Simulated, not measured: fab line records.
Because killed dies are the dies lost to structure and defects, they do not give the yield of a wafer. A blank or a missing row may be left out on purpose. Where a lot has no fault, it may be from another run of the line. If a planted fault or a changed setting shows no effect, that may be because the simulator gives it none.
The tool behind it: which one? ; flow sfq_line ; Sampling: 16 lots, 48 wafers, 4 of 325 route steps

== WHAT EACH GAUGE READ, for each wafer ==
SFQ_I1_OVL_MEAS_913. Usual: I1_OVL gives 3 nm (standard deviation 5.5).
lot;measured;on;I1_OVL (nm);flag
L964;day 24 21:11;overlay-01;15 5 12;
L966;day 25 00:47;overlay-02;2 -5 -2;
L967;day 25 03:11;overlay-02;-10 -5 -2;
L968;day 25 04:24;overlay-01;1 6 6;
L969;day 25 06:47;overlay-01;7 -2 7;
L970;day 25 09:13;overlay-01;6 1 4;
L971;day 25 11:35;overlay-01;8 7 7;
L972;day 25 12:47;overlay-02;0 -5 8;
L974;day 25 18:48;overlay-01;6 14 11;
L979;day 26 16:31;overlay-02;5 1 4;
L980;day 26 20:07;overlay-02;-1 -1 6;
L981;day 26 21:19;overlay-02;0 9 2;
L982;day 26 23:16;overlay-01;8 7 -1;
L983;day 27 00:28;overlay-01;7 2 2;
L984;day 27 01:40;overlay-01;8 10 7;
L987;day 40 14:31;overlay-02;8 7 2;

SFQ_I2_OVL_MEAS_918. Usual: I2_OVL gives -3 nm (standard deviation 6.1).
lot;measured;on;I2_OVL (nm);flag
L964;day 37 19:24;overlay-01;3 2 -2;
L966;day 37 23:00;overlay-02;-10 -3 -5;
L967;day 38 01:24;overlay-02;-2 1 -1;
L968;day 38 03:49;overlay-02;2 -2 -2;
L969;day 38 07:24;overlay-01;148 143 141;OFF
L970;day 38 08:37;overlay-02;150 158 149;OFF
L971;day 38 11:00;overlay-02;145 148 144;OFF
L972;day 38 13:24;overlay-02;151 148 149;OFF
L974;day 38 18:36;overlay-02;-10 -10 -12;
L979;day 39 05:23;overlay-02;-1 -6 1;
L980;day 39 06:35;overlay-02;-5 -8 -8;
L981;day 39 07:47;overlay-02;-14 -15 -15;
L982;day 39 08:59;overlay-02;-14 -18 -12;
L983;day 39 11:23;overlay-02;1 4 3;
L984;day 39 15:35;overlay-01;5 6 5;
L987;day 44 23:23;overlay-02;-4 5 3;

== WHAT TOOL EACH LOT RAN ON (gives the tool, then ch and the chambers of the sampled wafers, and finally the start) ==
lot;SFQ_TRILAYER_I1_VIA_BARC_OPEN_VIA_ETCH_071;SFQ_TRILAYER_I2_VIA_LITHO_EXPOSE_068
L964;rie_diel-04 ch 0,1,2, day 24 21:13;krf_scanner-02 ch 0, day 37 18:06
L966;rie_diel-03 ch 0,1,2, day 25 00:49;krf_scanner-02 ch 0, day 37 21:30
L967;rie_diel-04 ch 2,3, day 25 03:13;krf_scanner-02 ch 0, day 37 23:54
L968;rie_diel-01 ch 0,1, day 25 04:25;krf_scanner-02 ch 0, day 38 02:42
L969;rie_diel-03 ch 0,1,2, day 25 06:49;krf_scanner-02 ch 0, day 38 05:54
L970;rie_diel-04 ch 1,2, day 25 09:13;krf_scanner-02 ch 0, day 38 07:42
L971;rie_diel-01 ch 0,1, day 25 11:37;krf_scanner-02 ch 0, day 38 09:42
L972;rie_diel-03 ch 2,3, day 25 12:49;krf_scanner-02 ch 0, day 38 11:54
L974;rie_diel-04 ch 2,3, day 25 18:49;krf_scanner-01 ch 0, day 38 17:29
L979;rie_diel-01 ch 2,3, day 26 16:33;krf_scanner-01 ch 0, day 39 03:53
L980;rie_diel-03 ch 0,1, day 26 20:09;krf_scanner-01 ch 0, day 39 05:05
L981;rie_diel-01 ch 0,1,3, day 26 21:21;krf_scanner-01 ch 0, day 39 06:29
L982;rie_diel-04 ch 0,2,3, day 26 23:18;krf_scanner-01 ch 0, day 39 07:29
L983;rie_diel-03 ch 0,2,3, day 27 00:30;krf_scanner-01 ch 0, day 39 09:53
L984;rie_diel-04 ch 0,2,3, day 27 01:42;krf_scanner-01 ch 0, day 39 14:17
L987;rie_diel-04 ch 0,3, day 40 14:34;krf_scanner-01 ch 0, day 44 21:53
- SFQ_TRILAYER_I1_VIA_BARC_OPEN_VIA_ETCH_071: etches BARC in O2, target depth 125 nm, time 41.7 s.
- SFQ_TRILAYER_I2_VIA_LITHO_EXPOSE_068: exposes mask I2, target cd 500 nm.

== AS READ BY THE TOOLS THEMSELVES (means over the sampled wafers that have a number; for cases with no such wafer, the mark the record gives instead) ==
SFQ_TRILAYER_I1_VIA_BARC_OPEN_VIA_ETCH_071. Usual: drypump_motor_current_A 5.6 A, standard deviation 0.52; oes_product_au 0.686 a.u., standard deviation 0.0048.
lot;tool;drypump_motor_current_A (A);oes_product_au (a.u.);flag
L964;rie_diel-04;5.6;0.688;
L966;rie_diel-03;5.6;0.682;
L967;rie_diel-04;4.8;0.686;
L968;rie_diel-01;5.3;0.691;
L969;rie_diel-03;5.6;0.683;
L970;rie_diel-04;5.3;0.688;
L971;rie_diel-01;5.4;0.690;
L972;rie_diel-03;5.8;0.684;
L974;rie_diel-04;4.9;0.688;
L979;rie_diel-01;5.9;0.682;
L980;rie_diel-03;5.7;0.691;
L981;rie_diel-01;5.5;0.684;
L982;rie_diel-04;5.4;0.682;
L983;rie_diel-03;5.7;0.683;
L984;rie_diel-04;5.4;0.685;
L987;rie_diel-04;6.0;0.685;

SFQ_TRILAYER_I2_VIA_LITHO_EXPOSE_068. Usual: exposure_dose_mJ_cm2 reads 21.303 (standard deviation 0.019).
lot;tool;exposure_dose_mJ_cm2;flag
L964;krf_scanner-02;21.309;
L966;krf_scanner-02;21.317;
L967;krf_scanner-02;21.316;
L968;krf_scanner-02;21.321;
L969;krf_scanner-02;21.328;
L970;krf_scanner-02;21.293;
L971;krf_scanner-02;21.302;
L972;krf_scanner-02;21.292;
L974;krf_scanner-01;21.301;
L979;krf_scanner-01;21.283;
L980;krf_scanner-01;21.295;
L981;krf_scanner-01;21.290;
L982;krf_scanner-01;21.287;
L983;krf_scanner-01;21.306;
L984;krf_scanner-01;21.287;
L987;krf_scanner-01;21.287;

== THE ANSWER, worked out from the rows above alone ==
Rule: a lot is off if the mean of its wafers that have a number lies more than 3 standard deviations from the usual mean. Also off: a lot with no number at a reading for which 4 or more lots have one. All remaining lots with rows at the step are treated as sound. Order of review: gauges by route order, followed by the tools' own readings, for which a lot's mean as printed above is used. The first step at which some lot is off is used, and at that step the reading that is off furthest; a lot without a number counts as furthest.
Off: L969, L970, L971, L972, seen at SFQ_I2_OVL_MEAS_918 (I2_OVL).
A tool fits if, at a process step before that reading, it ran every lot that is off, and no sound lot after the first of them. The gauges at SFQ_I2_OVL_MEAS_918 are tried like those tools. One fits: krf_scanner-02 at SFQ_TRILAYER_I2_VIA_LITHO_EXPOSE_068. A fault onset in the window from L968 (day 38 02:42, its last sound lot) to L969 (day 38 05:54, its first lot off) fits.

== WHAT THE SIMULATOR HAD INSERTED ==
Scanner matching overlay: krf_scanner-02, from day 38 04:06 on, at SFQ_TRILAYER_I2_VIA_LITHO_EXPOSE_068. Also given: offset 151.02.
Shown lots that were struck: L969, L970, L971, L972. The rule above found the same.
